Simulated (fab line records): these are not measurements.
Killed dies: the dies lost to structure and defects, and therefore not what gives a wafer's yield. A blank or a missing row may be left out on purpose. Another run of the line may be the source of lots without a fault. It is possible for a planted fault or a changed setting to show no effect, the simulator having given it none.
fab line records | flow sky130
record lots=13 | wafers=39 | last_day=50
route steps=708 shown CAP2M@615 METAL4@629 VIA4@656 PAD_OPEN@708
lots untouched by any fault: they come from a run of this same line in which no faults occurred
start_h: start of the lot's first displayed wafer, in hours after the record's first day | wait_h: how many hours have passed since the lot's step before this one | " the same as in the row above | L1.1+2: a single row standing in for several wafers | - no value present, or no start provided | * or withheld: withheld | < > ~ a bound
route shown NAME@n: a module of which the file shows steps, and the number in the route of the first | usual: mean/standard deviation taken from wafers without a fault | same: alike in all rows | chamber/n: place in a boat | sites: each site's reading | _std_site: their standard deviation | _edge_site: mean of outer sites minus mean of inner sites | radius_mm: how far each site lies from the wafer's centre | mask NAME#n: copy n | behind: the tool/chamber that last shaped the wafer | hold: the reason the lot was held/the length of the hold in hours/how it ended | device: whichever transistor did not switch (one of n, p or np) | end of line: the route-end tests of the same wafers | a step given without rows: its recipe and nothing more | killed: count of dies lost to structure and defects at first sort (not the wafer's yield) | map: a wafer's dies, marking killed ones x, the rest . and places with no die _
set.NAME: the setting that was run; set.NAME@STEP: the one run at that earlier step | model.NAME: the simulator's own value behind a step, which no gauge read
steps of the route over a sample of lots; a table a step, a row a wafer
services: a tool's chamber out of use, with start hour (start_h, from the record's first day; less than 0 if before it), hours out, and reason
## steps
# step SKY_CAP2M_OVL_MEAS_12
# usual CAP2M_OVL=0.0/1.1
lot.wafer | tool       | chamber | start_h | wait_h | CAP2M_OVL[nm]
L624.1    | overlay-02 | -       | 946.85  | 0.1    | 0.0
L624.2    | "          | -       | "       | "      | 0.7
L624.3    | "          | -       | "       | "      | 0.2
L625.2    | overlay-02 | -       | 948.28  | 0.1    | 0.8
L625.3    | "          | -       | "       | "      | -1.6
L625.5    | "          | -       | "       | "      | -1.5
L626.2    | overlay-02 | -       | 961.48  | 0.1    | -0.8
L626.3    | "          | -       | "       | "      | -1.9
L626.6    | "          | -       | "       | "      | 1.4
L627.3    | overlay-02 | -       | 998.93  | 0.1    | -0.4
L627.4    | "          | -       | "       | "      | -1.0
L627.5    | "          | -       | "       | "      | 0.6
L632.3    | overlay-01 | -       | 1023.63 | 0.1    | 2.7
L632.4    | "          | -       | "       | "      | -0.2
L632.5    | "          | -       | "       | "      | 0.9
L634.3    | overlay-02 | -       | 1026.73 | 0.1    | -2.7
L634.5    | "          | -       | "       | "      | -1.1
L634.6    | "          | -       | "       | "      | 0.2
L639.1    | overlay-01 | -       | 1055.95 | 0.1    | 1.1
L639.5    | "          | -       | "       | "      | 0.7
L639.6    | "          | -       | "       | "      | -0.3
L640.1    | overlay-01 | -       | 1063.16 | 0.1    | 2.7
L640.2    | "          | -       | "       | "      | 0.9
L640.6    | "          | -       | "       | "      | 0.6
L641.1    | overlay-01 | -       | 1064.61 | 0.1    | -1.0
L641.3    | "          | -       | "       | "      | -1.2
L641.5    | "          | -       | "       | "      | 0.1
L643.1    | overlay-01 | -       | 1076.02 | 0.1    | -1.8
L643.3    | "          | -       | "       | "      | 1.0
L643.4    | "          | -       | "       | "      | -1.7
L644.1    | overlay-01 | -       | 1087.56 | 0.1    | -1.1
L644.2    | "          | -       | "       | "      | -0.2
L644.6    | "          | -       | "       | "      | -1.0
L645.1    | overlay-01 | -       | 1092.72 | 0.1    | 0.6
L645.3    | "          | -       | "       | "      | 2.2
L645.6    | "          | -       | "       | "      | -0.4
L647.1    | overlay-01 | -       | 1099.57 | 0.1    | -1.2
L647.2    | "          | -       | "       | "      | -0.1
L647.3    | "          | -       | "       | "      | 1.1
# step SKY_METAL4_CD_MEAS_13
# recipe target_cd_nm=300
# usual cd_nm=300.3/1.3
lot.wafer | tool      | chamber | start_h | wait_h | cd_nm
L624.1    | cd_sem-02 | -       | 970.85  | -      | 300.7
L624.2    | "         | -       | "       | "      | 301.3
L624.3    | "         | -       | "       | "      | 301.1
L625.2    | cd_sem-02 | -       | 973.35  | -      | 298.7
L625.3    | "         | -       | "       | "      | 297.8
L625.5    | "         | -       | "       | "      | 299.4
L626.2    | cd_sem-02 | -       | 986.07  | -      | 301.5
L626.3    | "         | -       | "       | "      | 302.1
L626.6    | "         | -       | "       | "      | 301.5
L627.3    | cd_sem-02 | -       | 1022.27 | -      | 301.2
L627.4    | "         | -       | "       | "      | 301.9
L627.5    | "         | -       | "       | "      | 301.0
L632.3    | cd_sem-01 | -       | 1046.35 | -      | 298.7
L632.4    | "         | -       | "       | "      | 299.0
L632.5    | "         | -       | "       | "      | 299.3
L634.3    | cd_sem-01 | -       | 1049.59 | -      | 297.9
L634.5    | "         | -       | "       | "      | 298.8
L634.6    | "         | -       | "       | "      | 297.6
L639.1    | cd_sem-01 | -       | 1077.35 | -      | 299.1
L639.5    | "         | -       | "       | "      | 299.7
L639.6    | "         | -       | "       | "      | 300.8
L640.1    | cd_sem-01 | -       | 1084.51 | -      | 297.7
L640.2    | "         | -       | "       | "      | 297.9
L640.6    | "         | -       | "       | "      | 298.3
L641.1    | cd_sem-01 | -       | 1085.51 | -      | 300.4
L641.3    | "         | -       | "       | "      | 302.0
L641.5    | "         | -       | "       | "      | 300.4
L643.1    | cd_sem-01 | -       | 1096.85 | -      | 300.1
L643.3    | "         | -       | "       | "      | 299.7
L643.4    | "         | -       | "       | "      | 299.1
L644.1    | cd_sem-01 | -       | 1108.60 | -      | 301.4
L644.2    | "         | -       | "       | "      | 302.2
L644.6    | "         | -       | "       | "      | 300.5
L645.1    | cd_sem-01 | -       | 1113.98 | -      | 299.9
L645.3    | "         | -       | "       | "      | 298.2
L645.6    | "         | -       | "       | "      | 298.9
L647.1    | cd_sem-02 | -       | 1121.60 | -      | 302.0
L647.2    | "         | -       | "       | "      | 302.2
L647.3    | "         | -       | "       | "      | 301.3
# step SKY_VIA4_SPUTTER_17
# recipe material=TiN | target_thk_nm=20 | chamber_pressure_pa=5 | power_w=4000 | time_s=80
# usual cathode_dc_power_W=4000.1/0.77 | chamber_pressure_pa=4.998/0.0093 | throttle_valve_pct=29.8/0.73
lot.wafer | tool           | chamber | start_h | wait_h | cathode_dc_power_W | chamber_pressure_pa | throttle_valve_pct
L624.1    | pvd_sputter-01 | -       | 996.84  | 0.0    | 3998.8             | 4.987               | 30.1
L624.2    | "              | -       | "       | "      | 3999.6             | 4.993               | 29.2
L624.3    | "              | -       | "       | "      | 3999.6             | 5.012               | 30.3
L625.2    | pvd_sputter-02 | -       | 998.96  | 0.0    | 4000.5             | 5.004               | 30.0
L625.3    | "              | -       | "       | "      | 3999.7             | 5.004               | 29.7
L625.5    | "              | -       | "       | "      | 4000.8             | 4.990               | 29.8
L626.2    | pvd_sputter-02 | -       | 1010.93 | 0.0    | 4000.5             | 4.986               | 31.9
L626.3    | "              | -       | "       | "      | 3999.5             | 4.981               | 29.9
L626.6    | "              | -       | "       | "      | 4000.8             | 4.980               | 31.7
L627.3    | pvd_sputter-03 | -       | 1046.37 | 0.0    | 3999.8             | 5.015               | 29.1
L627.4    | "              | -       | "       | "      | 4000.2             | 4.991               | 29.9
L627.5    | "              | -       | "       | "      | 4000.6             | 4.992               | 29.6
L632.3    | pvd_sputter-01 | -       | 1069.62 | 0.0    | -                  | -                   | -
L632.4    | "              | -       | "       | "      | -                  | -                   | -
L632.5    | "              | -       | "       | "      | -                  | -                   | -
L634.3    | pvd_sputter-03 | -       | 1073.44 | 0.0    | -                  | -                   | -
L634.5    | "              | -       | "       | "      | -                  | -                   | -
L634.6    | "              | -       | "       | "      | -                  | -                   | -
L639.1    | pvd_sputter-01 | -       | 1099.71 | 0.0    | 3999.5             | 4.997               | 29.0
L639.5    | "              | -       | "       | "      | 4000.3             | 5.000               | 29.2
L639.6    | "              | -       | "       | "      | 3999.8             | 5.014               | 30.5
L640.1    | pvd_sputter-03 | -       | 1107.22 | 0.0    | 3999.7             | 5.008               | 29.6
L640.2    | "              | -       | "       | "      | 3999.5             | 4.999               | 30.2
L640.6    | "              | -       | "       | "      | 4000.0             | 5.011               | 29.1
L641.1    | pvd_sputter-03 | -       | 1109.18 | 0.0    | 3998.6             | 5.001               | 29.0
L641.3    | "              | -       | "       | "      | 4000.4             | 4.983               | 30.1
L641.5    | "              | -       | "       | "      | 3999.5             | 4.992               | 28.9
L643.1    | pvd_sputter-01 | -       | 1119.96 | 0.0    | 4001.0             | 5.010               | 29.4
L643.3    | "              | -       | "       | "      | 4001.1             | 5.016               | 29.1
L643.4    | "              | -       | "       | "      | 4000.2             | 5.003               | 30.6
L644.1    | pvd_sputter-01 | -       | 1131.88 | 0.0    | 4000.5             | 5.005               | 30.4
L644.2    | "              | -       | "       | "      | 4000.5             | 4.991               | 29.5
L644.6    | "              | -       | "       | "      | 4001.3             | 4.995               | 29.0
L645.1    | pvd_sputter-03 | -       | 1136.22 | 0.0    | 3999.2             | 5.008               | 29.2
L645.3    | "              | -       | "       | "      | 4002.1             | 4.998               | 29.4
L645.6    | "              | -       | "       | "      | 4000.6             | 4.991               | 29.2
L647.1    | pvd_sputter-01 | -       | 1141.62 | 0.0    | 4000.9             | 5.004               | 30.4
L647.2    | "              | -       | "       | "      | 4000.8             | 4.999               | 30.3
L647.3    | "              | -       | "       | "      | 4000.1             | 4.995               | 29.6
# step SKY_PAD_OPEN_PROBE_99
# usual defect_limited_yield=82.4/1.9 | killed_at_M0_to_M3=44/7.2 | killed_at_M4_up=3.2/1.8 | killed_at_contacts=24/5.4 | killed_at_front_end=15/4 | killed_at_other=0.3/0.56 | killed_dies=87/9.2 | killed_on_rim=17/4 | killed_open=47/7.3 | killed_short=39/5.7 | sort_bin_3_pad_short=0.9/0.45 | sort_bin_5_function=10.6/1.5 | sort_bin_6_memory=6.2/1.1 | sort_n_pass=405/9.2 | sort_yield_pct=82.4/1.9
# same gross_dies=492 | killed_at_back_side=0 | sort_bin_4_leakage[%]=0 | sort_bin_8_speed[%]=0
lot.wafer | tool      | chamber | start_h | wait_h | defect_limited_yield[%] | killed_at_M0_to_M3 | killed_at_M4_up | killed_at_contacts | killed_at_front_end | killed_at_other | killed_dies | killed_on_rim | killed_open | killed_short | sort_bin_3_pad_short[%] | sort_bin_5_function[%] | sort_bin_6_memory[%] | sort_n_pass | sort_yield_pct[%]
L632.3    | prober-02 | -       | 1135.55 | 0.2    | 0                       | 47                 | 410             | 22                 | 13                  | 0               | 492         | 96            | 45          | 39           | 1.0                     | 92.9                   | 6.1                  | 0           | 0
L632.4    | prober-02 | -       | 1135.60 | 0.2    | 0                       | 44                 | 420             | 18                 | 9                   | 1               | 492         | 96            | 43          | 35           | 1.4                     | 92.9                   | 5.7                  | 0           | 0
L632.5    | prober-02 | -       | 1135.65 | 0.2    | 0                       | 47                 | 405             | 20                 | 20                  | 0               | 492         | 96            | 50          | 39           | 0                       | 92.7                   | 7.3                  | 0           | 0
L634.3    | prober-01 | -       | 1138.35 | 0.2    | 0                       | 42                 | 415             | 23                 | 12                  | 0               | 492         | 96            | 41          | 40           | 1.6                     | 92.9                   | 5.5                  | 0           | 0
L634.5    | prober-01 | -       | 1138.45 | 0.2    | 0                       | 47                 | 406             | 22                 | 17                  | 0               | 492         | 96            | 41          | 49           | 1.2                     | 92.7                   | 6.1                  | 0           | 0
L634.6    | prober-01 | -       | 1138.50 | 0.2    | 0                       | 49                 | 417             | 15                 | 11                  | 0               | 492         | 96            | 37          | 41           | 0.8                     | 93.5                   | 5.7                  | 0           | 0
L639.1    | prober-01 | -       | 1161.29 | 0.1    | 83.5                    | 40                 | 3               | 22                 | 14                  | 2               | 81          | 16            | 46          | 33           | 0.4                     | 8.9                    | 7.1                  | 411         | 83.5
L639.5    | prober-01 | -       | 1161.49 | 0.2    | 81.1                    | 41                 | 4               | 27                 | 21                  | 0               | 93          | 18            | 45          | 48           | 0.6                     | 12.2                   | 6.1                  | 399         | 81.1
L639.6    | prober-01 | -       | 1161.54 | 0.2    | 80.1                    | 48                 | 3               | 28                 | 17                  | 2               | 98          | 16            | 54          | 42           | 1.8                     | 9.6                    | 8.5                  | 394         | 80.1
L640.1    | prober-02 | -       | 1167.89 | 0.1    | 83.9                    | 36                 | 4               | 22                 | 16                  | 1               | 79          | 17            | 41          | 36           | 1.4                     | 7.5                    | 7.1                  | 413         | 83.9
L640.2    | prober-02 | -       | 1167.94 | 0.1    | 84.1                    | 33                 | 2               | 30                 | 13                  | 0               | 78          | 24            | 37          | 41           | 0.4                     | 9.3                    | 6.1                  | 414         | 84.1
L640.6    | prober-02 | -       | 1168.14 | 0.2    | 80.5                    | 47                 | 10              | 30                 | 9                   | 0               | 96          | 21            | 57          | 39           | 0.2                     | 13.2                   | 6.1                  | 396         | 80.5
# killed by level:class
L632.3 VIA4:area_sputter=407 CONTACT:geometric_particle:open=12 VIA1:geometric_particle:open=9 VIA3:geometric_particle:open=6 VIA1:geometric_particle:short=6 VIA3:geometric_particle:short=5 METAL1:geometric_particle:short=5 METAL2:geometric_particle:short=5
L632.4 VIA4:area_sputter=414 VIA2:geometric_particle:open=10 VIA3:geometric_particle:open=10 LOCAL_INTERCONNECT:geometric_particle:short=7 CONTACT:geometric_particle:short=5 VIA1:geometric_particle:open=5 METAL4:geometric_particle:short=4 METAL2:geometric_particle:short=4
L632.5 VIA4:area_sputter=403 VIA1:geometric_particle:open=10 VIA3:geometric_particle:open=8 POLY_GATE:geometric_particle:short=7 VIA2:geometric_particle:open=7 CONTACT:geometric_particle:open=6 LI_CONTACT:geometric_particle:open=5 METAL1:geometric_particle:open=5
L634.3 VIA4:area_sputter=411 VIA1:geometric_particle:open=14 METAL2:geometric_particle:short=9 LI_CONTACT:geometric_particle:open=8 FIELD_ISO:geometric_particle:short=7 CONTACT:geometric_particle:open=7 VIA2:geometric_particle:open=6 CONTACT:geometric_particle:short=5
L634.5 VIA4:area_sputter=402 VIA1:geometric_particle:open=12 METAL2:geometric_particle:short=12 CONTACT:geometric_particle:open=9 FIELD_ISO:geometric_particle:short=7 LI_CONTACT:geometric_particle:open=6 VIA1:geometric_particle:short=5 VIA2:geometric_particle:short=5
L634.6 VIA4:area_sputter=414 VIA1:geometric_particle:open=11 METAL1:geometric_particle:short=9 METAL2:geometric_particle:short=8 CONTACT:geometric_particle:open=7 VIA2:geometric_particle:open=6 FIELD_ISO:geometric_particle:short=4 VIA1:geometric_particle:short=4
L639.1 VIA1:geometric_particle:open=13 CONTACT:geometric_particle:open=8 METAL2:geometric_particle:short=6 CONTACT:geometric_particle:short=5 VIA2:geometric_particle:open=5 POLY_GATE:geometric_particle:open=4 LI_CONTACT:geometric_particle:open=4 VIA3:geometric_particle:open=4
L639.5 VIA1:geometric_particle:open=11 CONTACT:geometric_particle:open=9 POLY_GATE:geometric_particle:short=8 LI_CONTACT:geometric_particle:open=6 METAL1:geometric_particle:short=6 FIELD_ISO:geometric_particle:short=5 FIELD_ISO:geometric_particle:open=5 VIA1:geometric_particle:short=5
L639.6 VIA1:geometric_particle:open=13 CONTACT:geometric_particle:open=9 VIA3:geometric_particle:open=9 CONTACT:geometric_particle:short=7 LOCAL_INTERCONNECT:geometric_particle:short=6 VIA2:geometric_particle:open=6 LI_CONTACT:geometric_particle:open=5 METAL3:geometric_particle:short=5
L640.1 VIA1:geometric_particle:open=14 LI_CONTACT:geometric_particle:open=6 VIA3:geometric_particle:short=6 CONTACT:geometric_particle:short=5 CONTACT:geometric_particle:open=5 FIELD_ISO:geometric_particle:open=4 FIELD_ISO:geometric_particle:short=4 METAL2:geometric_particle:short=4
L640.2 CONTACT:geometric_particle:open=8 VIA1:geometric_particle:open=8 CONTACT:geometric_particle:short=8 METAL1:geometric_particle:short=7 LI_CONTACT:geometric_particle:open=6 VIA2:geometric_particle:open=5 LI_CONTACT:geometric_particle:short=4 METAL2:geometric_particle:short=4
L640.6 CONTACT:geometric_particle:open=14 VIA1:geometric_particle:open=12 LI_CONTACT:geometric_particle:open=10 VIA1:geometric_particle:short=8 FIELD_ISO:geometric_particle:short=6 METAL4:geometric_particle:short=5 VIA3:geometric_particle:short=4 VIA3:geometric_particle:open=4
## services
tool           | chamber | start_h | hours | kind
pvd_sputter-02 | 1       | 997.70  | -     | consumable_replace:kit
pvd_sputter-02 | 1       | 997.70  | 18.0  | scheduled_down
pvd_sputter-02 | 1       | 997.70  | 18.0  | vent_cycle
pvd_sputter-01 | 2       | 1055.67 | -     | consumable_replace:kit
pvd_sputter-01 | 2       | 1055.67 | 18.0  | scheduled_down
pvd_sputter-01 | 2       | 1055.67 | 18.0  | vent_cycle
pvd_sputter-02 | -       | 1060.02 | 3.7   | repair
pvd_sputter-03 | 2       | 1061.73 | -     | consumable_replace:kit
pvd_sputter-03 | 2       | 1061.73 | 18.0  | scheduled_down
pvd_sputter-03 | 2       | 1061.73 | 18.0  | vent_cycle
pvd_sputter-01 | -       | 1074.98 | 2.1   | repair
pvd_sputter-03 | -       | 1089.48 | 1.0   | repair
pvd_sputter-03 | 1       | 1130.16 | -     | consumable_replace:kit
pvd_sputter-03 | 1       | 1130.16 | 18.0  | scheduled_down
pvd_sputter-03 | 1       | 1130.16 | 18.0  | vent_cycle
pvd_sputter-01 | 1       | 1136.31 | -     | consumable_replace:kit
pvd_sputter-01 | 1       | 1136.31 | 18.0  | scheduled_down
pvd_sputter-01 | 1       | 1136.31 | 18.0  | vent_cycle
pvd_sputter-02 | -       | 1140.04 | 10.4  | repair
## key
first_sign step=SKY_VIA4_SPUTTER_17 | reading=tool_record | direction=missing
effect step=SKY_PAD_OPEN_PROBE_99 | reading=killed_at_M4_up | direction=up | sigmas=99+ | usual=3.2 | struck=412.2
more_kills_born_at SKY_VIA4_SPUTTER_17@pvd_sputter-03=1227 | SKY_VIA4_SPUTTER_17@pvd_sputter-01=1224
met_at SKY_VIA4_SPUTTER_17
struck_lots L632,L634
later_rows_left_out L632.3,L632.4,L632.5,L634.3,L634.5,L634.6
not_acting_at SKY_CAP2M_OVL_MEAS_12,SKY_METAL4_CD_MEAS_13
onset_between 1046.37 1069.62
fault kind=skipped_step_whole | tool=pvd_sputter-01,pvd_sputter-03 | chamber=- | onset_h=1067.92 | steps=SKY_VIA4_SPUTTER_17 | scope=struck_lots_only
# later_rows_left_out: the simulator's readings of these wafers behind a module that went badly wrong aren't trusted and aren't shown, but for the sort
